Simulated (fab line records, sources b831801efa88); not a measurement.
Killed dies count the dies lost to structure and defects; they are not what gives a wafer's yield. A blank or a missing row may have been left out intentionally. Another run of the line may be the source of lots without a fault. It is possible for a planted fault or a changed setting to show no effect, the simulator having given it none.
Lot-split experiment / flow sfq line / route with 325 steps; 5 lots, 23 wafers read

## SPLIT DETAILS
At SFQ_TRILAYER_I4_VIA_LITHO_COAT_108 (resist thk 62 nm), the setting resist thk nm was moved away from the recipe's 62 nm on 8 of the 23 wafers read, by -5.9% to +2.1%. This setting was run at the recipe's value on the other wafers.

The split's own step is where the reading is taken.

## THE READING
BARC_of_TRILAYER_I4_VIA_LITHO_COAT_108.thk nm (the simulator's own value, which no gauge read), in nm, at SFQ_TRILAYER_I4_VIA_LITHO_COAT_108 (resist thk 62 nm). No usual value for it is given in the file. Average 61.91 nm, standard deviation 0.19 nm, over the 15 wafers here run with the recipe.

wafer=L074.1; tool, chamber at the split=litho track-01, 0; resist thk nm as run, nm=62; against the recipe=recipe; BARC_of_TRILAYER_I4_VIA_LITHO_COAT_108.thk nm, nm=61.87; against lot-mates on the recipe=-
wafer=L074.3; tool, chamber at the split=litho track-01, 0; resist thk nm as run, nm=63.31; against the recipe=+2.1%; BARC_of_TRILAYER_I4_VIA_LITHO_COAT_108.thk nm, nm=63.27; against lot-mates on the recipe=+1.44
wafer=L074.4; tool, chamber at the split=litho track-01, 0; resist thk nm as run, nm=62; against the recipe=recipe; BARC_of_TRILAYER_I4_VIA_LITHO_COAT_108.thk nm, nm=61.84; against lot-mates on the recipe=-
wafer=L074.5; tool, chamber at the split=litho track-01, 0; resist thk nm as run, nm=62; against the recipe=recipe; BARC_of_TRILAYER_I4_VIA_LITHO_COAT_108.thk nm, nm=61.79; against lot-mates on the recipe=-
wafer=L074.6; tool, chamber at the split=litho track-01, 0; resist thk nm as run, nm=63.31; against the recipe=+2.1%; BARC_of_TRILAYER_I4_VIA_LITHO_COAT_108.thk nm, nm=63.38; against lot-mates on the recipe=+1.55
wafer=L079.2; tool, chamber at the split=litho track-03, 0; resist thk nm as run, nm=60.54; against the recipe=-2.4%; BARC_of_TRILAYER_I4_VIA_LITHO_COAT_108.thk nm, nm=60.72; against lot-mates on the recipe=-1.55
wafer=L079.3; tool, chamber at the split=litho track-03, 0; resist thk nm as run, nm=60.54; against the recipe=-2.4%; BARC_of_TRILAYER_I4_VIA_LITHO_COAT_108.thk nm, nm=60.74; against lot-mates on the recipe=-1.52
wafer=L079.4; tool, chamber at the split=litho track-03, 0; resist thk nm as run, nm=62; against the recipe=recipe; BARC_of_TRILAYER_I4_VIA_LITHO_COAT_108.thk nm, nm=62.31; against lot-mates on the recipe=-
wafer=L079.5; tool, chamber at the split=litho track-03, 0; resist thk nm as run, nm=62; against the recipe=recipe; BARC_of_TRILAYER_I4_VIA_LITHO_COAT_108.thk nm, nm=62.22; against lot-mates on the recipe=-
wafer=L079.6; tool, chamber at the split=litho track-03, 0; resist thk nm as run, nm=60.54; against the recipe=-2.4%; BARC_of_TRILAYER_I4_VIA_LITHO_COAT_108.thk nm, nm=60.69; against lot-mates on the recipe=-1.58
wafer=L081.2; tool, chamber at the split=litho track-02, 0; resist thk nm as run, nm=62; against the recipe=recipe; BARC_of_TRILAYER_I4_VIA_LITHO_COAT_108.thk nm, nm=61.73; against lot-mates on the recipe=-
wafer=L081.3; tool, chamber at the split=litho track-02, 0; resist thk nm as run, nm=62; against the recipe=recipe; BARC_of_TRILAYER_I4_VIA_LITHO_COAT_108.thk nm, nm=61.62; against lot-mates on the recipe=-
wafer=L081.4; tool, chamber at the split=litho track-02, 0; resist thk nm as run, nm=62; against the recipe=recipe; BARC_of_TRILAYER_I4_VIA_LITHO_COAT_108.thk nm, nm=61.82; against lot-mates on the recipe=-
wafer=L082.2; tool, chamber at the split=litho track-02, 0; resist thk nm as run, nm=58.37; against the recipe=-5.9%; BARC_of_TRILAYER_I4_VIA_LITHO_COAT_108.thk nm, nm=58.28; against lot-mates on the recipe=-3.55
wafer=L082.3; tool, chamber at the split=litho track-02, 0; resist thk nm as run, nm=58.37; against the recipe=-5.9%; BARC_of_TRILAYER_I4_VIA_LITHO_COAT_108.thk nm, nm=58.25; against lot-mates on the recipe=-3.58
wafer=L082.4; tool, chamber at the split=litho track-02, 0; resist thk nm as run, nm=58.37; against the recipe=-5.9%; BARC_of_TRILAYER_I4_VIA_LITHO_COAT_108.thk nm, nm=58.02; against lot-mates on the recipe=-3.81
wafer=L082.5; tool, chamber at the split=litho track-02, 0; resist thk nm as run, nm=62; against the recipe=recipe; BARC_of_TRILAYER_I4_VIA_LITHO_COAT_108.thk nm, nm=61.71; against lot-mates on the recipe=-
wafer=L082.6; tool, chamber at the split=litho track-02, 0; resist thk nm as run, nm=62; against the recipe=recipe; BARC_of_TRILAYER_I4_VIA_LITHO_COAT_108.thk nm, nm=61.95; against lot-mates on the recipe=-
wafer=L083.1; tool, chamber at the split=litho track-03, 0; resist thk nm as run, nm=62; against the recipe=recipe; BARC_of_TRILAYER_I4_VIA_LITHO_COAT_108.thk nm, nm=61.74; against lot-mates on the recipe=-
wafer=L083.2; tool, chamber at the split=litho track-03, 0; resist thk nm as run, nm=62; against the recipe=recipe; BARC_of_TRILAYER_I4_VIA_LITHO_COAT_108.thk nm, nm=62.06; against lot-mates on the recipe=-
wafer=L083.3; tool, chamber at the split=litho track-03, 0; resist thk nm as run, nm=62; against the recipe=recipe; BARC_of_TRILAYER_I4_VIA_LITHO_COAT_108.thk nm, nm=62.08; against lot-mates on the recipe=-
wafer=L083.6; tool, chamber at the split=litho track-03, 0; resist thk nm as run, nm=62; against the recipe=recipe; BARC_of_TRILAYER_I4_VIA_LITHO_COAT_108.thk nm, nm=62.08; against lot-mates on the recipe=-
wafer=L083.4; tool, chamber at the split=litho track-03, 0; resist thk nm as run, nm=62; against the recipe=recipe; BARC_of_TRILAYER_I4_VIA_LITHO_COAT_108.thk nm, nm=61.87; against lot-mates on the recipe=-

THE FIT
A straight line over all 23 wafers: BARC_of_TRILAYER_I4_VIA_LITHO_COAT_108.thk nm changes by +0.628 nm for each +1% of resist thk nm; r = +0.99; the points scatter about the line by 0.2 nm.
The same after taking each lot's own level away (the mean of its wafers on the recipe; 23 wafers): +0.636 nm for each +1%; r = +1.00; scatter 0.11 nm.
That fit puts the effect of the largest move of resist thk nm on the reading at 3.7 nm.
The lots' own levels span 61.723 to 62.265 nm, that is 2.8 times the standard deviation above.
The two slopes agree, so the slope changes little with the lot-to-lot level.
Check: for one of the wafers moved furthest among these (-5.9%), held out of the fit, the line's prediction against its lot-mates is -3.76 nm. It came out at -3.55 nm against them.

## FURTHER SPLITS ON THESE WAFERS
Other splits were also applied to these wafers ahead of the reading. Each is held against what the fit with the lots' levels taken away leaves over:
other split on the same wafers=SFQ_TRILAYER_I2_VIA_BARC_OPEN_VIA_ETCH_096 time s; wafers away from the commonest value=6; r with BARC_of_TRILAYER_I4_VIA_LITHO_COAT_108.thk nm (lot level and that fit taken away)=+0.01
other split on the same wafers=SFQ_TRILAYER_M3_LITHO_COAT_080 spin rpm; wafers away from the commonest value=7; r with BARC_of_TRILAYER_I4_VIA_LITHO_COAT_108.thk nm (lot level and that fit taken away)=-0.34
other split on the same wafers=SFQ_TRILAYER_I3_VIA_LITHO_PEB_088 peb temp c; wafers away from the commonest value=10; r with BARC_of_TRILAYER_I4_VIA_LITHO_COAT_108.thk nm (lot level and that fit taken away)=-0.18
other split on the same wafers=SFQ_TRILAYER_I3_VIA_BARC_OPEN_VIA_ETCH_121 source w; wafers away from the commonest value=8; r with BARC_of_TRILAYER_I4_VIA_LITHO_COAT_108.thk nm (lot level and that fit taken away)=+0.31
other split on the same wafers=SFQ_TRILAYER_M4_DEP_SPUTTER_091 power w; wafers away from the commonest value=7; r with BARC_of_TRILAYER_I4_VIA_LITHO_COAT_108.thk nm (lot level and that fit taken away)=+0.01
other split on the same wafers=SFQ_TRILAYER_M4_ETCH_METAL_ETCH_096 time s; wafers away from the commonest value=5; r with BARC_of_TRILAYER_I4_VIA_LITHO_COAT_108.thk nm (lot level and that fit taken away)=+0.28

## FILE'S OWN FIT
BARC_of_TRILAYER_I4_VIA_LITHO_COAT_108.thk nm changes by +0.635 nm for each +1% of resist thk nm, r = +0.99.
